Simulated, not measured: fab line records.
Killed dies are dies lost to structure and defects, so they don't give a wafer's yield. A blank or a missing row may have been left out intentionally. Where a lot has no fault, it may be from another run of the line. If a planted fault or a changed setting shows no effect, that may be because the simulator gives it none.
Which tool is to blame?	flow gf180mcu	18 wafers from 6 lots sampled at 3 of the route's 602 steps

WHAT THE GAUGES READ, wafer by wafer
GF_TOP_METAL_THK_MEAS_06: measures by xrf.
lot	measured	on	TOP_METAL_ALCU_THK (nm)
L182	day 28 09:25	filmMetro-01	888 886 891
L185	day 29 00:05	filmMetro-02	903 895 897
L187	day 29 18:52	filmMetro-03	909 906 908
L189	day 30 06:43	filmMetro-03	901 900 906
L192	day 30 23:41	filmMetro-03	903 900 901
L194	day 31 14:13	filmMetro-02	897 893 896

EACH LOT AND THE TOOL THAT RAN IT (in order: tool; ch and the chambers of the sampled wafers; start)
lot	GF_POLY_GATE_STRIP_14	GF_TOP_METAL_SPUTTER_03
L182	plasmaAsher-03 ch 0,1, day 9 19:56	pvdSputter-01, day 28 09:15
L185	plasmaAsher-03 ch 0,1, day 10 13:44	pvdSputter-04, day 28 23:55
L187	plasmaAsher-04 ch 0,1, day 11 07:19	pvdSputter-02, day 29 18:40
L189	plasmaAsher-03 ch 0,1, day 11 20:05	pvdSputter-01, day 30 06:34
L192	plasmaAsher-04 ch 0,1, day 12 15:50	pvdSputter-01, day 30 23:31
L194	plasmaAsher-04 ch 0,1, day 13 08:11	pvdSputter-04, day 31 14:02
- GF_POLY_GATE_STRIP_14: strips in O2/N2.
- GF_TOP_METAL_SPUTTER_03: material Ti, target thk 5 nm, time 3.3 s.

THE ANSWER, worked out from the rows above alone
Rule: what is usual is taken from the lots themselves. Put in order of their means at a reading, lots are off if they are a third of the lots or fewer, leave a main group of 4 or more, and stand apart from it by a gap of 3 or more times the standard deviation of the main group's means; of several such gaps the widest counts. If all means in a main group match to the digits the tables above print for the reading, that group is not used. Also off: a lot with no number at a reading for which 4 or more lots have one. Where the step has rows for the other lots, those lots are counted as sound.
No lot is off on any of the readings shown, so nothing can be concluded from this.

WHAT THE SIMULATOR HAD INSERTED
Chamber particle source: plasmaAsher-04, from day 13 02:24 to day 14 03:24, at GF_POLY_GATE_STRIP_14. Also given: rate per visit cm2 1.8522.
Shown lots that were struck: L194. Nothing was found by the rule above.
